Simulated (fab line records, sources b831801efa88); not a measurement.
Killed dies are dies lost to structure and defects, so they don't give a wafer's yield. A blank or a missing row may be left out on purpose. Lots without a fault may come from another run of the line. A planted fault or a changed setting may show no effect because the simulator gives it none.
Split-lot experiment | flow sky130 | 5 lots, 23 wafers read, on a route of 708 steps

THE SPLIT
At SKY_CAPM_METAL_ETCH_13 (etches TiN in Cl2/BCl3, stops on SiO2, target depth 220 nm, time 62.9 s), the setting time_s was moved away from the recipe's 62.9 s on 8 of the 23 wafers read, by -11.4% to +4.0%. The other wafers ran this setting at the recipe's value.

The reading is taken at the split's own step.

THE READING
oes_product_au, in a.u., at SKY_CAPM_METAL_ETCH_13 (etches TiN in Cl2/BCl3, stops on SiO2, target depth 220 nm, time 62.9 s). Fault-free wafers of this fab line usually give 0.935 a.u., standard deviation 0.0077 a.u..

wafer  | tool, chamber at the split | time_s as run, s | against the recipe | oes_product_au, a.u. | against lot-mates on the recipe
L076.1 | rie_metal-04, 0            | 55.72            | -11.4%             | 0.983                | +0.044
L076.2 | rie_metal-04, 1            | 62.9             | recipe             | 0.938                | -
L076.3 | rie_metal-04, 1            | 62.9             | recipe             | 0.936                | -
L076.5 | rie_metal-04, 0            | 55.72            | -11.4%             | 0.990                | +0.051
L076.6 | rie_metal-04, 1            | 62.9             | recipe             | 0.942                | -
L080.1 | rie_metal-04, 0            | 62.9             | recipe             | 0.930                | -
L080.3 | rie_metal-04, 1            | 65.42            | +4.0%              | 0.939                | +0.009
L080.4 | rie_metal-04, 0            | 65.42            | +4.0%              | 0.934                | +0.004
L080.5 | rie_metal-04, 1            | 62.9             | recipe             | 0.930                | -
L080.6 | rie_metal-04, 0            | 65.42            | +4.0%              | 0.934                | +0.004
L082.1 | rie_metal-01, 0            | 62.9             | recipe             | 0.918                | -
L082.2 | rie_metal-01, 1            | 62.9             | recipe             | 0.938                | -
L082.3 | rie_metal-01, 0            | 62.9             | recipe             | 0.927                | -
L082.5 | rie_metal-01, 1            | 62.9             | recipe             | 0.942                | -
L082.6 | rie_metal-01, 0            | 62.9             | recipe             | 0.937                | -
L083.4 | rie_metal-04, 1            | 62.9             | recipe             | 0.933                | -
L083.5 | rie_metal-04, 1            | 62.9             | recipe             | 0.931                | -
L083.6 | rie_metal-04, 0            | 62.9             | recipe             | 0.946                | -
L085.2 | rie_metal-04, 0            | 62.9             | recipe             | 0.946                | -
L085.3 | rie_metal-04, 1            | 56.89            | -9.6%              | 0.990                | +0.051
L085.4 | rie_metal-04, 0            | 62.9             | recipe             | 0.931                | -
L085.5 | rie_metal-04, 0            | 56.89            | -9.6%              | 0.970                | +0.031
L085.6 | rie_metal-04, 1            | 56.89            | -9.6%              | 1.000                | +0.061

THE FIT
A straight line over all 23 wafers: oes_product_au changes by -0.00428 a.u. for each +1% of time_s; r = -0.90; the points scatter about the line by 0.01 a.u..
The same after taking each lot's own level away (the mean of its wafers on the recipe; 23 wafers): -0.00381 a.u. for each +1%; r = -0.87; scatter 0.011 a.u..
On that fit, the largest move of time_s shifts the reading by 0.044 a.u..
The lots' own levels span 0.9300 to 0.9387 a.u., that is 1.1 times the standard deviation above.
So the lot-to-lot level changes the slope: the two fits differ.
Check: with one of the wafers moved furthest among these (-11.4%) left out of the fit, the line predicts +0.0493 a.u. for it against its lot-mates. It came out at +0.0443 a.u. against them.
Tool readings at the split's step, against how far the setting was moved: oes_product_au r = -0.90.

OTHER SPLITS ON THESE WAFERS
These wafers also went through other splits before the reading. Each is held against what the fit with the lots' levels taken away leaves over:
other split on the same wafers | wafers away from the commonest value | r with oes_product_au (lot level and that fit taken away)
SKY_VIA2_HDPCVD_00 time_s      | 10                                   | -0.19
SKY_VIA2_CVD_21 temp_c         | 6                                    | -0.35
SKY_CAPM_SOFTBAKE_08 temp_c    | 7                                    | -0.12

THE WHOLE CHAIN: every reading that the file lists as answering this split, in the file's order
step                   | what it does                                                            | reading                                                                         | change (the file's fit)                   | r (the file's)
SKY_CAPM_METAL_ETCH_13 | etches TiN in Cl2/BCl3, stops on SiO2, target depth 220 nm, time 62.9 s | oes_product_au                                                                  | -0.00417 a.u. for each +1% of the setting | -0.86
SKY_CAPM_METAL_ETCH_13 | etches TiN in Cl2/BCl3, stops on SiO2, target depth 220 nm, time 62.9 s | NOVOLAK_of_CAPM_COAT_07.thk_nm (the simulator's own value, which no gauge read) | -1.4 nm for each +1% of the setting       | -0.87
SKY_CAPM_STRIP_14      | strips in O2/N2                                                         | strip_time_to_endpoint_s                                                        | withheld for each +1% of the setting      | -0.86

THE FILE'S OWN FIT
oes_product_au changes by -0.00417 a.u. for each +1% of time_s, r = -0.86.
